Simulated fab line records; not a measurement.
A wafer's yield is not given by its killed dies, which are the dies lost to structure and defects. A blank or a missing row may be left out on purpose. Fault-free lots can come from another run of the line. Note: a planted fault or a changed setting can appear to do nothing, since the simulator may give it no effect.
Problem report, 8D (eight disciplines) form, completed by code -- flow gf180mcu -- the parts of the form that need people (team, actions taken, sign-off) are left out

## 1. THE ISSUE
Mean NSD_RS at GF_PSD_RS_MEAS_14: 47.42 ohm/sq over 3 wafers in 2 lots; fault-free wafers: 46.10 ohm/sq, standard deviation 0.082. That is +16 standard deviations from the usual mean.
The step: measures by four-point-probe.
Seen first at day 19 18:43 on film-metro-04, wafer L725.1. The record has a number at this step for 38 wafers belonging to 13 lots. The rule behind "out" and "out of limits": a value lying over 4 standard deviations away from the usual mean. Any other wafer with a number is counted as sound.

## 2. WHAT IT IS, AND WHAT IT ISN'T
question,is,is not
which readings at this step,NSD_RS,-
which lots,"L725, L729","L711, L712, L714, L715, L716, L717, L719, L720, L721, L732, L734"
which wafers of those lots,"L725.1, L729.1, L729.6","L725.2, L725.5"
read on which gauges,"film-metro-01, film-metro-04",film-metro-02
when,from day 19 18:43,"up to then (29 sound wafers); but 6 sound wafers of L732, L734 came after"

## 3. THE SUSPECTS, EACH WITH WHAT RULES IT OUT
Counting: any tool at a process step up to the reading remains a suspect provided it ran every lot that is out. Sound lots after the first of them don't rule it out here, since some wafers of a struck lot are sound.
- the gauge at GF_PSD_RS_MEAS_14 has been ruled out. Those wafers that are out were read across 2 gauges (film-metro-01, film-metro-04).
- implanter-01 at GF_NSD_IMPLANT_10: kept. It processed each lot that is out (first: L725, day 18 17:41); up to then, its last sound lot is L721 (day 16 20:32). Out on those wafers are its own readings of beam-on-s, faraday-current-uA.
The count leaves implanter-01 at GF_NSD_IMPLANT_10.

## 4. THE CAUSE (what the simulator had put in)
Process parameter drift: implanter-01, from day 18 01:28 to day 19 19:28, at GF_NSD_IMPLANT_10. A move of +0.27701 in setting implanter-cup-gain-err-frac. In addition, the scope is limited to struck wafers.
Only this tool survived the counting.

## 5. SEQUENCE OF EFFECTS, ordered by route
Each row: a reading where the mean over the struck wafers with a number is more than 3 standard deviations away from the usual. Only readings for which the record gives a usual standard deviation are gone through. hours: the time from each lot's start at the first step in this table that gives one to its start at this step, as a median over the lots. sigmas: the change in usual standard deviations.
hours,step,reading,usual,on struck wafers,change,sigmas
0,GF_NSD_IMPLANT_10,beam-on-s,10.00 s,7.85,-2.15,-12
0,GF_NSD_IMPLANT_10,faraday-current-uA,2790,3550,+760,+16
25,GF_PSD_RS_MEAS_14,NSD_RS,46.10 ohm/sq,47.42,+1.32,+16
Its process steps:
- GF_NSD_IMPLANT_10
At these later measuring or inspecting steps, every struck wafer for which the step has a row has a number for every such reading, and none has moved that far: GF_SAB_THK_MEAS_01.

## 6. HOW IT WOULD HAVE BEEN CAUGHT EARLIER
41 hours passed between the start of the fault at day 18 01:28 and the first reading out of limits at a measuring or inspecting step in this record, taken at day 19 18:43.
The tool's own readings at GF_NSD_IMPLANT_10 were out on every struck wafer that the step has a row for (beam-on-s, faraday-current-uA): an alarm limit on them would have fired on the first of those.
All the lots that are out (2) had begun GF_NSD_IMPLANT_10 on implanter-01 by day 19 18:43. Had the tool been put on hold then, not one of them would have been saved.
